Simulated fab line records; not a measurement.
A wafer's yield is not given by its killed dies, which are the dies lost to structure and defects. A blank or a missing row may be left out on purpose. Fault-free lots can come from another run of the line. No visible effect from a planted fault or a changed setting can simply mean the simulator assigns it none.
Which of the tools did it? | flow sky130 | 12 lots with 36 wafers sampled at 6 steps, on a route of 708 steps

== WHAT THE GAUGES SHOWED, per wafer ==
SKY_CONTACT_THK_MEAS_03. Usual: CONTACT_HDPCVD_THK gives 563 nm (standard deviation 5.4).
lot  | measured     | on            | CONTACT_HDPCVD_THK (nm) | flag
L138 | day 31 15:44 | film_metro-02 | 573 567 569             |
L139 | day 31 20:54 | film_metro-02 | 561 564 563             |
L140 | day 32 01:14 | film_metro-02 | 566 560 563             |
L145 | day 34 05:33 | film_metro-02 | 559 567 553             |
L149 | day 35 09:50 | film_metro-04 | 457 566 459             | OFF
L150 | day 35 13:41 | film_metro-02 | 565 568 458             | OFF
L151 | day 35 19:02 | film_metro-04 | 567 566 565             |
L154 | day 36 15:50 | film_metro-04 | 568 569 555             |
L157 | day 37 13:14 | film_metro-04 | 559 559 565             |
L158 | day 37 17:50 | film_metro-04 | 563 563 565             |
L159 | day 38 08:05 | film_metro-02 | 564 566 564             |
L161 | day 38 18:35 | film_metro-03 | 570 570 566             |

SKY_CONTACT_OVL_MEAS_15. Usual: CONTACT_OVL gives -2 nm (standard deviation 4.8).
lot  | measured     | on         | CONTACT_OVL (nm) | flag
L138 | day 32 21:35 | overlay-02 | -1 -2 2          |
L139 | day 33 01:27 | overlay-01 | 1 3 -6           |
L140 | day 33 05:44 | overlay-02 | 5 2 0            |
L145 | day 35 09:08 | overlay-02 | -3 3 4           |
L149 | day 36 13:44 | overlay-01 | -2 -8 -6         |
L150 | day 36 17:23 | overlay-01 | -4 -4 -6         |
L151 | day 36 22:35 | overlay-02 | -2 -1 -2         |
L154 | day 37 18:03 | overlay-02 | -9 -6 -12        |
L157 | day 38 15:50 | overlay-02 | -3 -6 -1         |
L158 | day 38 20:42 | overlay-02 | 9 -1 -2          |
L159 | day 39 11:11 | overlay-01 | -4 -3 1          |
L161 | day 39 20:26 | overlay-01 | 5 -7 6           |

SKY_CONTACT_RS_MEAS_25: the measuring method here is four-point-probe. Usual: CONTACT_W_RS gives 0.337 ohm/sq (standard deviation 0.0037).
lot  | measured     | on            | CONTACT_W_RS (ohm/sq) | flag
L138 | day 32 22:38 | film_metro-03 | 0.329 0.332 0.337     |
L139 | day 33 02:25 | film_metro-03 | 0.338 0.333 0.342     |
L140 | day 33 06:40 | film_metro-02 | 0.331 0.338 0.339     |
L145 | day 35 10:08 | film_metro-02 | 0.338 0.338 0.337     |
L149 | day 36 14:40 | film_metro-02 | 0.335 0.333 0.334     |
L150 | day 36 18:19 | film_metro-04 | 0.337 0.334 0.336     |
L151 | day 36 23:32 | film_metro-03 | 0.333 0.336 0.335     |
L154 | day 37 19:06 | film_metro-04 | 0.331 0.331 0.336     |
L157 | day 38 16:46 | film_metro-04 | 0.338 0.339 0.341     |
L158 | day 38 21:42 | film_metro-03 | 0.337 0.336 0.332     |
L159 | day 39 12:09 | film_metro-03 | 0.341 0.338 0.340     |
L161 | day 39 21:24 | film_metro-03 | 0.333 0.335 0.337     |

== WHICH TOOL RAN EACH LOT (tool, then ch and the chambers of the sampled wafers, then the start) ==
lot  | SKY_LI_CONTACT_CVD_21         | SKY_CONTACT_HDPCVD_02            | SKY_CONTACT_CMP_04
L138 | cvd_w-01 ch 0,1, day 30 09:44 | hdpcvd-02 ch 0,1,2, day 31 15:40 | cmp-02 ch 0,1, day 31 16:04
L139 | cvd_w-02 ch 0,1, day 30 14:22 | hdpcvd-02 ch 0,1,2, day 31 20:49 | cmp-01 ch 1,2,3, day 31 21:14
L140 | cvd_w-01 ch 0,1, day 30 19:23 | hdpcvd-01 ch 0,2, day 32 01:10   | cmp-01 ch 1,2,3, day 32 01:18
L145 | cvd_w-02 ch 0,1, day 33 00:12 | hdpcvd-01 ch 0,1,2, day 34 05:29 | cmp-02 ch 1,2,3, day 34 05:44
L149 | cvd_w-01 ch 0,1, day 34 04:52 | hdpcvd-01 ch 1,2, day 35 09:46   | cmp-02 ch 0,1,2, day 35 09:56
L150 | cvd_w-02 ch 1, day 34 09:08   | hdpcvd-01 ch 0,1,2, day 35 13:37 | cmp-01 ch 0,2,3, day 35 13:51
L151 | cvd_w-02 ch 0,1, day 34 14:07 | hdpcvd-02 ch 0,1,2, day 35 18:58 | cmp-02 ch 0,1,2, day 35 19:05
L154 | cvd_w-01 ch 0,1, day 35 10:53 | hdpcvd-02 ch 0,1,2, day 36 15:46 | cmp-01 ch 0,1,2, day 36 16:01
L157 | cvd_w-02 ch 0,1, day 36 10:15 | hdpcvd-02 ch 0,1,2, day 37 13:10 | cmp-02 ch 0,1,2, day 37 13:21
L158 | cvd_w-01 ch 0,1, day 36 14:01 | hdpcvd-02 ch 0,1,2, day 37 17:45 | cmp-02 ch 0,1,2, day 37 18:02
L159 | cvd_w-01 ch 0,1, day 37 03:55 | hdpcvd-02 ch 0,2, day 38 08:01   | cmp-01 ch 1,2, day 38 08:08
L161 | cvd_w-01 ch 0,1, day 37 15:10 | hdpcvd-02 ch 1,2, day 38 18:31   | cmp-01 ch 1,2, day 38 18:38
- SKY_LI_CONTACT_CVD_21: deposits W, target thk 400 nm, time 120.56 s.
- SKY_CONTACT_HDPCVD_02: deposits SiO2, target thk 565 nm, time 94.2 s.
- SKY_CONTACT_CMP_04: polishes SiO2.

== WHAT THE TOOLS THEMSELVES READ (means of the sampled wafers that have a number; where no wafer has one, the mark that the record gives instead) ==
SKY_LI_CONTACT_CVD_21. Usual: 919 W for heater_power_w, sd 88.
lot  | tool     | heater_power_w (W) | flag
L138 | cvd_w-01 | 872                |
L139 | cvd_w-02 | 980                |
L140 | cvd_w-01 | 821                |
L145 | cvd_w-02 | 978                |
L149 | cvd_w-01 | 826                |
L150 | cvd_w-02 | 936                |
L151 | cvd_w-02 | 970                |
L154 | cvd_w-01 | 821                |
L157 | cvd_w-02 | 987                |
L158 | cvd_w-01 | 881                |
L159 | cvd_w-01 | 830                |
L161 | cvd_w-01 | 840                |

SKY_CONTACT_HDPCVD_02. Usual: 59.98 sccm for sih4_flow_sccm, sd 0.18.
lot  | tool      | sih4_flow_sccm (sccm) | flag
L138 | hdpcvd-02 | 60.12                 |
L139 | hdpcvd-02 | 60.02                 |
L140 | hdpcvd-01 | 60.21                 |
L145 | hdpcvd-01 | 59.90                 |
L149 | hdpcvd-01 | 51.91                 | OFF
L150 | hdpcvd-01 | 55.98                 | OFF
L151 | hdpcvd-02 | 59.85                 |
L154 | hdpcvd-02 | 59.92                 |
L157 | hdpcvd-02 | 59.98                 |
L158 | hdpcvd-02 | 60.02                 |
L159 | hdpcvd-02 | 59.95                 |
L161 | hdpcvd-02 | 60.12                 |

SKY_CONTACT_CMP_04. Usual: motor_current_A 11.9 A, standard deviation 1.3; time_to_endpoint_s 82 s, standard deviation 3.3.
lot  | tool   | motor_current_A (A) | time_to_endpoint_s (s) | flag
L138 | cmp-02 | 11.9                | 82                     |
L139 | cmp-01 | 12.2                | 86                     |
L140 | cmp-01 | 12.0                | 82                     |
L145 | cmp-02 | 12.4                | 80                     |
L149 | cmp-02 | 12.3                | 52                     | OFF
L150 | cmp-01 | 11.6                | 68                     | OFF
L151 | cmp-02 | 12.4                | 83                     |
L154 | cmp-01 | 10.8                | 83                     |
L157 | cmp-02 | 12.7                | 76                     |
L158 | cmp-02 | 12.3                | 79                     |
L159 | cmp-01 | 11.5                | 83                     |
L161 | cmp-01 | 11.7                | 83                     |

== THE ANSWER, worked out from the rows above alone ==
Rule: a lot is off if the mean of its wafers that have a number lies more than 3 standard deviations from the usual mean. Also off: a lot with no number at a reading for which 4 or more lots have one. The other lots that the step has rows for count as sound. The gauges are gone through in route order, then the tools' own readings, and for those a lot's mean is taken as printed above. At the first step where some lot is off, the reading lying furthest off is the one used; lots without a number count as furthest.
Off: at SKY_CONTACT_THK_MEAS_03 (CONTACT_HDPCVD_THK), L149, L150.
A tool fits if, at a process step before that reading, it ran every lot that is off, and no sound lot after the first of them. Not tried: the gauges at SKY_CONTACT_THK_MEAS_03; whatever is off there is also off at SKY_CONTACT_HDPCVD_02, on other tools, and gauge error can't account for it. One candidate fits, namely hdpcvd-01 at SKY_CONTACT_HDPCVD_02. Its last sound lot is L145 (day 34 05:29), its first lot that is off L149 (day 35 09:46): a fault that began between those two fits.
On the lots that are off, the tool's own readings at SKY_CONTACT_HDPCVD_02 differ by more than 5 times the standard deviation of the sound lots' means, which bears it out; sih4_flow_sccm reads 53.94 sccm there versus 60.01 sccm on the sound lots.

== WHAT THE SIMULATOR HAD INSERTED ==
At SKY_CONTACT_HDPCVD_02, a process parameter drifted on hdpcvd-01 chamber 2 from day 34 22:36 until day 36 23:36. A move of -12 in setting sih4_flow_sccm, from 60. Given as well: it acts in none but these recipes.
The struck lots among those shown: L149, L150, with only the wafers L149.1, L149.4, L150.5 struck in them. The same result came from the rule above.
